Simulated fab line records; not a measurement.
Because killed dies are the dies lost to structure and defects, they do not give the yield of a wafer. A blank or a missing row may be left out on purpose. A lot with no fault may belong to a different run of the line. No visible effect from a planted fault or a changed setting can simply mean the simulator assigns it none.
Comparing a struck lot with a sound one + flow sky130 + 16 steps out of a route of 708
Sound: the wafers L240.1, L240.2, L240.4. The struck wafers were L231.1, L231.5, L231.6. Last of all comes the cause.
Order at every step that has rows: each side's tool, ch and its chambers, its first start. Under that, the readings that differ: sound wafers + struck wafers + difference of the means + sigmas: that difference in standard deviations of wafers without a fault.
alike: words and numbers the same on both sides, and readings whose means are apart by under 2 such deviations; not compared: readings that were withheld, readings missing a value for some wafer, numbers with overlapping values and no deviation given by the record, and bounds like >300 which may hide the same value.
Wherever a step has rows on one side only, a row that says differs or no value, or a row with sigmas, the two part there. Numbers that don't overlap but have no deviation are shown without sigmas and don't part them. A reading that every wafer of one side lacks parts them only if that side has two wafers or more.

SKY_LI_CONTACT_BOW_MEAS_03:
  sound on filmMetro-02 at day 32 13:41; struck on filmMetro-03 at day 29 21:45
  alike: LI_CONTACT_BOW
then, 8 steps without rows for these wafers: SKY_LI_CONTACT_DEHYDRATE_04 (time 60 s); SKY_LI_CONTACT_HMDS_05 (prime time 60 s); SKY_LI_CONTACT_COAT_06 (resist thk 60 nm); SKY_LI_CONTACT_COAT_07 (resist thk 450 nm); SKY_LI_CONTACT_SOFTBAKE_08 (time 90 s); SKY_LI_CONTACT_EXPOSE_09 (exposes mask LICM1, target cd 170 nm); SKY_LI_CONTACT_PEB_10; SKY_LI_CONTACT_DEVELOP_11 (develop time 60 s).
SKY_LI_CONTACT_CD_MEAS_12: target cd 170 nm.
  sound on cdSem-01 at day 33 16:08; struck on cdSem-02 at day 31 01:23
| reading   | sound             | struck            | difference | sigmas |
|-----------|-------------------|-------------------|------------|--------|
| cdNm (nm) | 173.3 171.7 171.5 | 169.1 167.7 168.7 | -3.7       | -3     |
SKY_LI_CONTACT_OVL_MEAS_13:
  sound on overlay-01 at day 33 16:16; struck on overlay-01 at day 31 01:31
  alike: LI_CONTACT_OVL
SKY_LI_CONTACT_ETCH_14: etches BARC in N2/H2, stops on SiO2, time 45.9 s, target depth 60 nm.
  sound on rieDiel-03 ch 1,2,3, day 33 16:18; struck on rieDiel-01 ch 1,2,3, day 31 01:32
  alike: biasW, chamberPressureMTorr, drypumpMotorCurrentA, oesProductAu, throttleValvePct
  not compared: rfHoursCounterH
SKY_LI_CONTACT_ETCH_15: etches PSG in C4F8/O2/Ar, stops on Si, target depth 600 nm.
  sound on rieDiel-03 ch 1,2,3, day 33 16:20; struck on rieDiel-01 ch 1,2,3, day 31 01:35
  no value came back on the struck wafers for biasW (W), chamberPressureMTorr (mTorr), oesProductAu (a.u.); on the sound wafers biasW (W) reads 1204 1198 1196
| reading                                          | sound             | struck            | difference | sigmas |
|--------------------------------------------------|-------------------|-------------------|------------|--------|
| model.KrF-thick_of_LI_CONTACT_COAT_07.thkNm (nm) | 235.8 232.8 236.5 | 392.1 389.9 391.6 | +156.2     |        |
SKY_LI_CONTACT_STRIP_16: strips in O2/N2.
  sound on plasmaAsher-03 ch 0,1, day 33 16:25; struck on plasmaAsher-03 ch 0,1, day 31 01:40
| reading                  | sound             | struck            | difference | sigmas |
|--------------------------|-------------------|-------------------|------------|--------|
| oesProductAu (a.u.)      | 0.389 0.372 0.376 | 0.459 0.446 0.437 | +0.068     | +14    |
| stripTimeToEndpointS (s) | 3.55 3.52 3.54    | 5.19 5.16 5.18    | +1.64      | +53    |
  alike: drypumpMotorCurrentA, o2FlowSccm
  not compared: rfHoursCounterH
then, 1 step without rows for these wafers: SKY_LI_CONTACT_CLEAN_17 (cleans in NMP, time 600 s).
-- record jumps: 16 days separate the struck wafers' starts on either side; left off in module LI_CONTACT, taken up again in module PAD_OPEN, whose first shown step is the route's number 708 --
SKY_PAD_OPEN_PROBE_99:
  sound on prober-01 at day 48 16:19; struck on prober-01 at day 47 02:55
| reading          | sound    | struck      | difference | sigmas |
|------------------|----------|-------------|------------|--------|
| killedAtContacts | 16 25 24 | 418 423 426 | +401       | +85    |
| killedDies       | 73 86 88 | 492 492 492 | +410       | +46    |
| killedOnRim      | 21 17 16 | 96 96 96    | +78        | +21    |
  alike: killed_at_M0_to_M3, killed_at_M4_up, killedAtFrontEnd, killedAtOther, killedOpen, killedShort

## WHERE THEY PART
Earliest at SKY_LI_CONTACT_CD_MEAS_12; latest, in this record, at SKY_PAD_OPEN_PROBE_99.

WHY: whatever the simulator had introduced
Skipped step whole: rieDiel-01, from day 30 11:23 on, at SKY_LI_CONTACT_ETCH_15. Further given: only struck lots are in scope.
